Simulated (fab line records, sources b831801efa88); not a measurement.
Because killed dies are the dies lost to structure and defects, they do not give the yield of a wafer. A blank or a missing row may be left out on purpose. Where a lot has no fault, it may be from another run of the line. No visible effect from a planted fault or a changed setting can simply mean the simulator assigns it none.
Check for tools in common + flow sky130 + Sampled: 15 lots, 45 wafers

== WHY IT WAS OPENED ==
SKY_VT_ADJUST_NCORE_TW_MEAS_11, reading VT_ADJUST_NCORE_TW: flagged on 3 of 15 lots. Wafers without a fault read 223.1, standard deviation 1.6.
Rule: a lot is flagged in two cases, either no wafer of it has a number, or all its wafers with numbers fall more than 4 standard deviations from that mean. All remaining lots are regarded as sound.

| lot  | measured     | on            | VT_ADJUST_NCORE_TW, wafer by wafer | flag    |
|------|--------------|---------------|------------------------------------|---------|
| L754 | day 8 16:45  | film_metro-04 | 226.2 225.4 225.7                  |         |
| L755 | day 9 07:15  | film_metro-04 | 224.2 225.2 225.9                  |         |
| L758 | day 10 03:26 | film_metro-02 | 221.5 220.6 221.8                  |         |
| L760 | day 10 12:41 | film_metro-02 | 221.3 222.1 222.2                  |         |
| L764 | day 11 10:29 | film_metro-04 | 30.8 30.9 30.7                     | FLAGGED |
| L765 | day 12 04:06 | film_metro-02 | 30.3 30.4 30.3                     | FLAGGED |
| L766 | day 12 06:41 | film_metro-01 | 30.5 30.7 30.6                     | FLAGGED |
| L769 | day 13 04:19 | film_metro-02 | 220.9 220.6 221.6                  |         |
| L770 | day 13 08:04 | film_metro-01 | 221.5 223.2 223.8                  |         |
| L771 | day 13 12:54 | film_metro-01 | 221.9 222.3 222.3                  |         |
| L772 | day 14 01:08 | film_metro-04 | 225.4 224.7 224.6                  |         |
| L773 | day 14 06:02 | film_metro-01 | 223.5 223.2 222.6                  |         |
| L774 | day 14 12:44 | film_metro-01 | 221.8 223.5 221.7                  |         |
| L775 | day 14 14:14 | film_metro-04 | 225.8 224.6 226.1                  |         |
| L776 | day 15 01:38 | film_metro-02 | 223.2 223.7 222.4                  |         |
The numbers of the flagged lots are 30.6 on average: -192.5 against the usual, or -99 or more standard deviations.

== WHICH TOOL RAN EACH LOT ==
Before the reading, the record contains 2 process steps out of a 708-step route. Every cell lists first the tool, next ch and the chambers used by the sampled wafers, and last the start.
| lot  | flag    | SKY_VT_ADJUST_LVTN_STRIP_20          | SKY_VT_ADJUST_NCORE_STRIP_10         |
|------|---------|--------------------------------------|--------------------------------------|
| L754 |         | plasma_asher-02 ch 0,1, day 7 22:52  | plasma_asher-01 ch 0,1, day 8 16:38  |
| L755 |         | plasma_asher-04 ch 0,1, day 8 12:27  | plasma_asher-02 ch 0,1, day 9 07:08  |
| L758 |         | plasma_asher-01 ch 1, day 9 06:55    | plasma_asher-02 ch 0,1, day 10 03:20 |
| L760 |         | plasma_asher-04 ch 0,1, day 9 14:46  | plasma_asher-03 ch 0,1, day 10 12:35 |
| L764 | FLAGGED | plasma_asher-02 ch 0,1, day 10 12:10 | plasma_asher-02 ch 0,1, day 11 10:23 |
| L765 | FLAGGED | plasma_asher-04 ch 0,1, day 11 05:37 | plasma_asher-01 ch 0,1, day 12 03:59 |
| L766 | FLAGGED | plasma_asher-01 ch 0,1, day 11 08:07 | plasma_asher-02 ch 0,1, day 12 06:35 |
| L769 |         | plasma_asher-02 ch 0,1, day 12 04:53 | plasma_asher-02 ch 0,1, day 13 04:13 |
| L770 |         | plasma_asher-02 ch 0,1, day 12 07:45 | plasma_asher-03 ch 0,1, day 13 07:58 |
| L771 |         | plasma_asher-01 ch 0, day 12 11:31   | plasma_asher-02 ch 0, day 13 12:47   |
| L772 |         | plasma_asher-04 ch 0,1, day 13 00:13 | plasma_asher-02 ch 0,1, day 14 01:02 |
| L773 |         | plasma_asher-01 ch 0,1, day 13 04:09 | plasma_asher-01 ch 0,1, day 14 05:55 |
| L774 |         | plasma_asher-02 ch 1, day 13 10:55   | plasma_asher-03 ch 0,1, day 14 12:38 |
| L775 |         | plasma_asher-01 ch 0,1, day 13 12:21 | plasma_asher-02 ch 0,1, day 14 14:08 |
| L776 |         | plasma_asher-04 ch 0,1, day 13 23:28 | plasma_asher-02 ch 0, day 15 01:32   |
What these steps do:
- SKY_VT_ADJUST_LVTN_STRIP_20: strips in O2/N2.
- SKY_VT_ADJUST_NCORE_STRIP_10: strips in O2/N2.
- SKY_VT_ADJUST_NCORE_TW_MEAS_11

== FLAGGED AGAINST TOTAL, ONE TOOL AT A TIME (gauges that did the reading follow at the end) ==
| step                           | tool            | lots run | flagged | share of the flagged lots | sound lots run after its first flagged lot |
|--------------------------------|-----------------|----------|---------|---------------------------|--------------------------------------------|
| SKY_VT_ADJUST_LVTN_STRIP_20    | plasma_asher-01 | 5        | 1       | some                      | 3 (L771,L773,L775)                         |
| SKY_VT_ADJUST_LVTN_STRIP_20    | plasma_asher-02 | 5        | 1       | some                      | 3 (L769,L770,L774)                         |
| SKY_VT_ADJUST_LVTN_STRIP_20    | plasma_asher-04 | 5        | 1       | some                      | 2 (L772,L776)                              |
| SKY_VT_ADJUST_NCORE_STRIP_10   | plasma_asher-01 | 3        | 1       | some                      | 1 (L773)                                   |
| SKY_VT_ADJUST_NCORE_STRIP_10   | plasma_asher-02 | 9        | 2       | some                      | 5 (L769,L771,L772,L775,L776)               |
| SKY_VT_ADJUST_NCORE_STRIP_10   | plasma_asher-03 | 3        | 0       | none                      | -                                          |
| SKY_VT_ADJUST_NCORE_TW_MEAS_11 | film_metro-01   | 5        | 1       | some                      | 4 (L770,L771,L773,L774)                    |
| SKY_VT_ADJUST_NCORE_TW_MEAS_11 | film_metro-02   | 5        | 1       | some                      | 2 (L769,L776)                              |
| SKY_VT_ADJUST_NCORE_TW_MEAS_11 | film_metro-04   | 5        | 1       | some                      | 2 (L772,L775)                              |

== WHAT IS ALLOWED BY THE TABLE ==
No row of the table ran every flagged lot.

== WHAT THE SIMULATOR HAD PUT IN ==
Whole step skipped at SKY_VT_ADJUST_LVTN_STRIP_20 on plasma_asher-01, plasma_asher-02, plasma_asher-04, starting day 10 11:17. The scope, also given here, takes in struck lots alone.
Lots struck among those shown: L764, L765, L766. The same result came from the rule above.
